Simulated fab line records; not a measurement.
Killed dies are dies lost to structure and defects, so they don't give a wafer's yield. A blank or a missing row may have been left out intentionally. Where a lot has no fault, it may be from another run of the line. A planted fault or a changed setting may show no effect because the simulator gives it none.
The same fault as seen by 2 desks -- flow sky130 -- numbers are kept per desk, each desk with only its own; the story behind them comes last

## THE METROLOGY DESK
Means of the sampled wafers that have a number, per lot and without regard to the tool the lot ran on: this is what the gauges read. A lot is out of limits, marked OUT, if its mean lies more than 4 standard deviations from the usual mean; the brackets give that distance.
Columns: A = SD_N_TW at SKY_SD_N_TW_MEAS_12, usual 3990; B = RES_XHIGH_RS at SKY_SD_N_RS_MEAS_18, usual 333.2 ohm/sq; C = LI_CONTACT_W_RS at SKY_LI_CONTACT_RS_MEAS_22, usual 0.283 ohm/sq
lot,first seen here,A,B,C
L469,day 28 17:49,3979,334.1,0.280
L471,day 29 07:35,3976,333.7,0.282
L473,day 30 07:53,4027,335.5,0.287
L474,day 30 21:36,3993,333.3,0.279
L476,day 31 08:46,3992,332.3,0.283
L477,day 31 18:40,3991,333.6,0.252 (-6.7) OUT
L478,day 32 00:26,4001,332.5,0.249 (-7.4) OUT
L479,day 32 10:16,4004,333.4,0.234 (-11) OUT
L487,day 35 07:55,3972,334.3,0.285
L488,day 35 16:37,4001,332.3,0.283
L489,day 35 17:16,3971,333.7,0.281
L490,day 36 03:52,3991,331.6,0.285
This desk finds L477, L478, L479 out of limits, with the earliest case on L477 at day 33 01:34 (LI_CONTACT_W_RS at SKY_LI_CONTACT_RS_MEAS_22). L469, L471, L473, L474, L476, L487, L488, L489, L490 stayed within limits.

## DESK OF THE TOOL OWNER: cvd-w-02
The tool's own readings at SKY_LI_CONTACT_CVD_21 (deposits W, target thk 400 nm, time 120.56 s): means of the sampled wafers that have a number, for each lot that ran on this tool. A lot is out of limits, marked OUT, if its mean lies more than 4 standard deviations from the usual mean; the brackets give that distance.
Columns: A = heater-power-w at SKY_LI_CONTACT_CVD_21, usual 826 W
lot,first seen here,A
L469,day 29 23:50,782
L471,day 30 13:41,788
L473,day 31 13:25,877
L477,day 33 01:26,786
L478,day 33 05:28,779
L479,day 33 15:40,812
L489,day 36 21:53,787
Result from this desk: across the 7 lots, nothing is out of limits.

## BROUGHT TOGETHER
L477, L478, L479 would have let the metrology desk raise an alarm at day 33 01:34.
The desk of the tool owner found nothing out of limits.
The tool owner's desk has L477, L478, L479 on record, within its limits.
SKY_LI_CONTACT_CVD_21 was run on cvd-w-02 by each of the lots named.

## WHAT THE SIMULATOR HAD PUT IN
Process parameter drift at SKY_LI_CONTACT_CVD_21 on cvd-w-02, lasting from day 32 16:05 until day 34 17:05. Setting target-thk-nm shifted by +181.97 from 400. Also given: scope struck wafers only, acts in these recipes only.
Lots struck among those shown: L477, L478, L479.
Hours from the fault's start to each desk's first reading out of limits: the metrology desk, 9.
